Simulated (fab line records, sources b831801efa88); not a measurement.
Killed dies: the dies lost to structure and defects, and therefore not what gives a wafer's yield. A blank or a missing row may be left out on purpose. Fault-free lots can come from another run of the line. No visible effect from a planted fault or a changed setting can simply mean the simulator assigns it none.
Problem report, 8D (eight disciplines) form, completed by code ; flow sky130 ; the parts of the form that need people (team, actions taken, sign-off) are left out

1. PROBLEM STATEMENT
CAP2M_TIN_RS at SKY_CAP2M_RS_MEAS_03 reads a mean of 6.33 ohm/sq on 2 wafers of 1 lot; wafers without a fault read 6.94 ohm/sq with a standard deviation of 0.095. Measured from the usual mean, that is -6.5 standard deviations.
The step: measures by four-point-probe.
First seen on wafer L145.2, day 44 23:14, on film metro-01. Wafers with a number at this step in the record: 26, from 9 lots. The rule behind "out" and "out of limits": a value lying over 4 standard deviations away from the usual mean. The rest of the wafers with a number are treated as sound.

2. WHAT IT IS, WHAT IT ISN'T
question;is;is not
which readings at this step;CAP2M_TIN_RS;-
which lots;L145;L129, L132, L133, L135, L140, L141, L148, L149
which wafers of those lots;L145.2, L145.6;L145.5
read on which gauges;film metro-01;film metro-02, film metro-04
when;from day 44 23:14;"up to then (18 sound wafers); but 6 sound wafers of L148, L149 came after"

3. WHAT RULES OUT EACH SUSPECT
Counting: a tool at a process step up to the reading stays a suspect if it ran every lot that is out. Sound lots after the first of them don't rule it out here, since some wafers of a struck lot are sound.
- the gauge at SKY_CAP2M_RS_MEAS_03: ruled out. All the wafers that are out were read on film metro-01, but those of them that SKY_CAP2M_METAL_ETCH_13 has rows for are out there too, on other tools.
- rie diel-03 at SKY_VIA3_ETCH_14 (etches BARC in N2/H2, stops on SiO2, time 45.9 s, target depth 60 nm): kept. It processed L145, the lot that is out, at day 44 21:31, and its most recent sound lot before then was L135 at day 42 02:47.
- plasma asher-04 at SKY_VIA3_STRIP_16 (strips in O2/N2): kept. It processed L145, the lot that is out, at day 44 21:37, and its most recent sound lot before then was L141 at day 44 04:17.
- pvd sputter-01 at SKY_METAL4_SPUTTER_02 (material AlCu, target thk 735 nm, time 39.1 s): kept. It processed L145, the lot that is out, at day 44 22:55, and its most recent sound lot before then was L141 at day 44 06:29.
- pvd sputter-02 at SKY_CAP2M_SPUTTER_02 (material TiN, target thk 200 nm, time 166.7 s): kept. It processed L145, the lot that is out, at day 44 23:06, and its most recent sound lot before then was L140 at day 43 23:45.
Left after counting: rie diel-03 at SKY_VIA3_ETCH_14, plasma asher-04 at SKY_VIA3_STRIP_16, pvd sputter-01 at SKY_METAL4_SPUTTER_02, pvd sputter-02 at SKY_CAP2M_SPUTTER_02.

4. THE CAUSE (what the simulator had put in)
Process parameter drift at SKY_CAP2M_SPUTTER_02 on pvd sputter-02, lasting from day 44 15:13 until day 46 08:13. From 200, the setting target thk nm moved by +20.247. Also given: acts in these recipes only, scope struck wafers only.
4 suspects survive the count, and this tool is in that group.

5. SEQUENCE OF EFFECTS, ordered by route
One row per reading whose mean, taken over the struck wafers that have a number, lies over 3 standard deviations from the usual. Readings are gone through only where the record gives a usual standard deviation; hours: the median, over the lots, of the time from a lot's start at the first step in this table giving one to that lot's start at this step; sigmas: the change measured in usual standard deviations.
hours;step;reading;usual;on struck wafers;change;sigmas
0;SKY_CAP2M_RS_MEAS_03;CAP2M_TIN_RS;6.94 ohm/sq;6.33;-0.62;-6.5
0;SKY_CAP2M_THK_MEAS_04;CAP2M_TIN_THK;196.0 nm;215.0;+19.0;+6.8
22;SKY_CAP2M_METAL_ETCH_13;oes product au;0.940 a.u.;0.993;+0.053;+6.0
22;SKY_CAP2M_METAL_ETCH_13;throttle valve pct;21.903 %;21.867;-0.036;-3.3
The process steps in it:
- SKY_CAP2M_METAL_ETCH_13: etches TiN in Cl2/BCl3, stops on SiO2, target depth 220 nm, time 62.9 s.

6. HOW IT WOULD HAVE BEEN CAUGHT EARLIER
8 hours passed between the start of the fault at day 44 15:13 and the first reading out of limits at a measuring or inspecting step in this record, taken at day 44 23:14.
No tool reading at SKY_CAP2M_SPUTTER_02 that has a usual standard deviation in the record was out on any struck wafer, so an alarm limit of 4 standard deviations on those readings would not have fired.
By day 44 23:14, every lot that is out (1) had started SKY_CAP2M_SPUTTER_02 on pvd sputter-02. Holding the tool at that point would not have protected any of them.
